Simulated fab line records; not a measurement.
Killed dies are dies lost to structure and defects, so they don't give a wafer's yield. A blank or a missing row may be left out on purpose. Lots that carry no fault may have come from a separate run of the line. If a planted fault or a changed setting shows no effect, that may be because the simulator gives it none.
A struck lot beside a sound one / flow sfq line / 13 out of 325 route steps
Sound: the wafers L386.1, L386.3, L386.6. The struck wafers were L398.2, L398.3, L398.5. Last of all comes the cause.
Order at every step that has rows: each side's tool, ch and its chambers, its first start. Under that, the readings that differ: sound wafers / struck wafers / difference of the means / sigmas: that difference in standard deviations of wafers without a fault.
alike: readings with means less than 2 such deviations apart, plus words and numbers identical on both sides. not compared: withheld readings, readings lacking a value on some wafer, bounds such as >300 that could conceal the same value, and numbers that have no deviation in the record and whose values overlap.
Wherever a step has rows on one side only, a row that says differs or no value, or a row with sigmas, the two part there. Non-overlapping numbers with no deviation appear without sigmas and do not part them. A reading that every wafer of one side lacks parts them only if that side has two wafers or more.

SFQ_TRILAYER_I6_VIA_ETCH_VIA_ETCH_172: etches SiO2 in CHF3, stops on Nb, target depth 260 nm.
  sound on rie diel-02 ch 0,1, day 76 06:59; struck on rie diel-04 ch 0,1,2, day 82 13:08
  alike: drypump motor current A, oes product au
SFQ_TRILAYER_I6_VIA_STRIP_STRIP_173: strips in O2.
  sound on rie metal-04 ch 0,1, day 76 07:05; struck on rie metal-01 ch 0,1, day 82 13:14
  alike: drypump motor current A, oes product au
  not compared: rf hours counter h
then, 2 steps without rows for these wafers: SFQ_TRILAYER_I6_VIA_STRIP_SOLV_CLEAN_174 (cleans in NMP, time 600 s); SFQ_TRILAYER_M7_DEP_PRE_CLEAN_176 (time 22.5 s).
SFQ_TRILAYER_M7_DEP_SPUTTER_175: material Nb, target thk 200 nm, time 133.3 s.
  sound: pvd sputter-05 at day 76 07:53; struck: pvd sputter-04 at day 82 14:04
  alike: throttle valve pct
SFQ_M7_RS_MEAS_943: a four-point-probe measurement.
  sound: film metro-04 at day 76 07:59; struck: film metro-01 at day 82 14:10
  alike: M7_NB_RS
then, 5 steps without rows for these wafers: SFQ_TRILAYER_M7_LITHO_COAT_182 (resist thk 62 nm); SFQ_TRILAYER_M7_LITHO_COAT_177 (resist thk 600 nm); SFQ_TRILAYER_M7_LITHO_SOFTBAKE_181; SFQ_TRILAYER_M7_LITHO_EXPOSE_178 (exposes mask M7, target cd 500 nm); SFQ_TRILAYER_M7_LITHO_PEB_180 (peb time 60 s).
SFQ_TRILAYER_M7_LITHO_DEVELOP_179: time 60 s.
  struck on litho track-01, day 82 18:59; sound on litho track-01 ch 0, day 76 15:05
  no value came back on the struck wafers for chill plate temp C (C), exhaust pa (Pa); on the sound wafers chill plate temp C (C) reads 22.81 23.11 22.86
reading=model.KrF_of_TRILAYER_M7_LITHO_COAT_177.thk nm (nm); sound=574.6 572.3 572.1; struck=599.3 599.4 599.6; difference=+26.4; sigmas=
SFQ_M7_OVL_MEAS_945:
  sound: overlay-02 at day 76 15:14; struck: overlay-01 at day 82 19:07
reading=M7_OVL (nm); sound=-2 4 -1; struck=- - -; difference=no value on the struck wafers; sigmas=

## WHERE THEY PART
Earliest at SFQ_TRILAYER_M7_LITHO_DEVELOP_179; latest, in this record, at SFQ_M7_OVL_MEAS_945.

WHY: what had been put in by the simulator
At SFQ_TRILAYER_M7_LITHO_DEVELOP_179, the step was skipped entirely on litho track-01 from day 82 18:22 on. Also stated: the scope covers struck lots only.
